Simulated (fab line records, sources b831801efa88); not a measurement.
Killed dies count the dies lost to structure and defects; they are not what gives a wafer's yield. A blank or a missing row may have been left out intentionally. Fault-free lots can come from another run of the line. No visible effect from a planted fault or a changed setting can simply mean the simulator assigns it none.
The tool behind it: which one? -- flow gf180mcu -- 14 lots with 42 wafers sampled at 4 steps, on a route of 602 steps

== WHAT EACH GAUGE READ, for each wafer ==
GF_VT_IMPLANT_RS_MEAS_49: a four-point-probe measurement.
lot,measured,on,MVPSD_RS (ohm/sq)
L818,day 7 13:58,film-metro-03,1168 1164 1168
L819,day 7 21:23,film-metro-03,1164 1167 1168
L820,day 8 04:46,film-metro-01,1161 1164 1164
L821,day 8 06:51,film-metro-02,1165 1163 1164
L822,day 8 18:07,film-metro-01,1165 1167 1167
L823,day 8 22:15,film-metro-02,1168 1165 1169
L824,day 9 04:03,film-metro-03,1166 1164 1161
L830,day 10 22:59,film-metro-02,1193 1188 1192
L831,day 11 06:02,film-metro-01,1194 1192 1194
L834,day 12 00:51,film-metro-02,1170 1174 1173
L835,day 12 12:44,film-metro-01,1161 1165 1164
L838,day 13 05:45,film-metro-02,1164 1168 1169
L839,day 13 11:11,film-metro-02,1166 1168 1169
L840,day 14 00:14,film-metro-03,1166 1171 1168

GF_V4_CD_MEAS_14: target cd 260 nm.
lot,measured,on,cd-nm (nm)
L818,day 24 08:22,cd-sem-02,257.3 257.0 257.9
L819,day 24 15:29,cd-sem-01,260.5 259.9 261.2
L820,day 25 03:34,cd-sem-02,259.8 260.0 259.6
L821,day 25 07:39,cd-sem-02,260.5 259.4 259.7
L822,day 25 19:07,cd-sem-02,258.8 258.8 258.4
L823,day 26 05:30,cd-sem-02,258.3 260.2 258.3
L824,day 26 09:12,cd-sem-01,258.9 259.5 258.5
L830,day 28 09:14,cd-sem-02,257.5 257.8 257.6
L831,day 28 15:31,cd-sem-02,259.7 259.5 259.7
L834,day 29 11:19,cd-sem-01,260.4 261.5 260.7
L835,day 29 22:22,cd-sem-01,258.5 258.7 259.1
L838,day 30 14:50,cd-sem-01,260.7 259.9 259.9
L839,day 30 19:38,cd-sem-02,257.7 258.9 258.8
L840,day 31 06:44,cd-sem-02,258.9 259.9 259.1

== WHAT TOOL EACH LOT RAN ON (gives the tool, then ch and the chambers of the sampled wafers, and finally the start) ==
lot,GF_MVPSD_IMPLANT_09,GF_M4_SPUTTER_03
L818,"implanter-04 ch 0, day 5 01:55","pvd-sputter-02, day 22 09:49"
L819,"implanter-02 ch 0, day 5 07:37","pvd-sputter-03, day 22 17:46"
L820,"implanter-02 ch 0, day 5 15:05","pvd-sputter-02, day 23 06:08"
L821,"implanter-04 ch 0, day 5 16:41","pvd-sputter-01, day 23 10:19"
L822,"implanter-02 ch 0, day 6 01:59","pvd-sputter-02, day 23 23:17"
L823,"implanter-02 ch 0, day 6 05:24","pvd-sputter-03, day 24 08:45"
L824,"implanter-04 ch 0, day 6 11:38","pvd-sputter-02, day 24 13:16"
L830,"implanter-02 ch 0, day 8 00:00","pvd-sputter-03, day 26 16:19"
L831,"implanter-02 ch 0, day 8 06:58","pvd-sputter-02, day 26 22:55"
L834,"implanter-04 ch 0, day 9 00:40","pvd-sputter-03, day 27 19:17"
L835,"implanter-03 ch 0, day 9 10:47","pvd-sputter-02, day 28 06:26"
L838,"implanter-03 ch 0, day 10 01:05","pvd-sputter-02, day 29 00:11"
L839,"implanter-04 ch 0, day 10 07:07","pvd-sputter-02, day 29 05:27"
L840,"implanter-03 ch 0, day 10 17:46","pvd-sputter-02, day 29 17:40"
- GF_MVPSD_IMPLANT_09
- GF_M4_SPUTTER_03: material Ti, target thk 10 nm, time 6.7 s.

== WHAT THE TOOLS THEMSELVES READ (means of the sampled wafers that have a number; where no wafer has one, the mark that the record gives instead) ==
GF_M4_SPUTTER_03.
lot,tool,throttle-valve-pct (%)
L818,pvd-sputter-02,30.1
L819,pvd-sputter-03,29.6
L820,pvd-sputter-02,28.9
L821,pvd-sputter-01,30.1
L822,pvd-sputter-02,29.8
L823,pvd-sputter-03,29.5
L824,pvd-sputter-02,29.9
L830,pvd-sputter-03,29.9
L831,pvd-sputter-02,29.1
L834,pvd-sputter-03,29.8
L835,pvd-sputter-02,29.1
L838,pvd-sputter-02,30.0
L839,pvd-sputter-02,29.0
L840,pvd-sputter-02,29.1

== THE ANSWER, worked out from the rows above alone ==
Rule: what is usual is taken from the lots themselves. The widest of any qualifying gaps counts: lots, ordered by their means at a reading, are off when they make up no more than a third of the lots, leave a main group of 4 or more, and stand apart from it by 3 or more times the standard deviation of that group's means. A main group whose means are all the same, to the digits that the tables above print for the reading, isn't used. Also off: a lot with no number at a reading for which 4 or more lots have one. Where the step has rows for the other lots, those lots are counted as sound. First the gauges in route order, then the tools' own readings, where a lot's mean is used as printed above. The first step at which some lot is off is used, and at that step the reading that is off furthest; a lot without a number counts as furthest.
Off: L830, L831, seen at GF_VT_IMPLANT_RS_MEAS_49 (MVPSD_RS). The main group has a mean of 1166 ohm/sq with a standard deviation of 2.5.
If a tool, at a process step before that reading, ran all the lots that are off and no sound lot after the first of them, it fits. Gauges at GF_VT_IMPLANT_RS_MEAS_49: tried the same way as those tools. One fits: GF_MVPSD_IMPLANT_09 on implanter-02. A fault onset in the window from L823 (day 6 05:24, its last sound lot) to L830 (day 8 00:00, its first lot off) fits.

== WHAT WAS PUT IN BY THE SIMULATOR ==
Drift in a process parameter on implanter-02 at GF_MVPSD_IMPLANT_09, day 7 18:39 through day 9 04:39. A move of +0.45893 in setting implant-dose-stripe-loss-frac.
Shown lots that were struck: L830, L831. The rule given above showed the same thing.
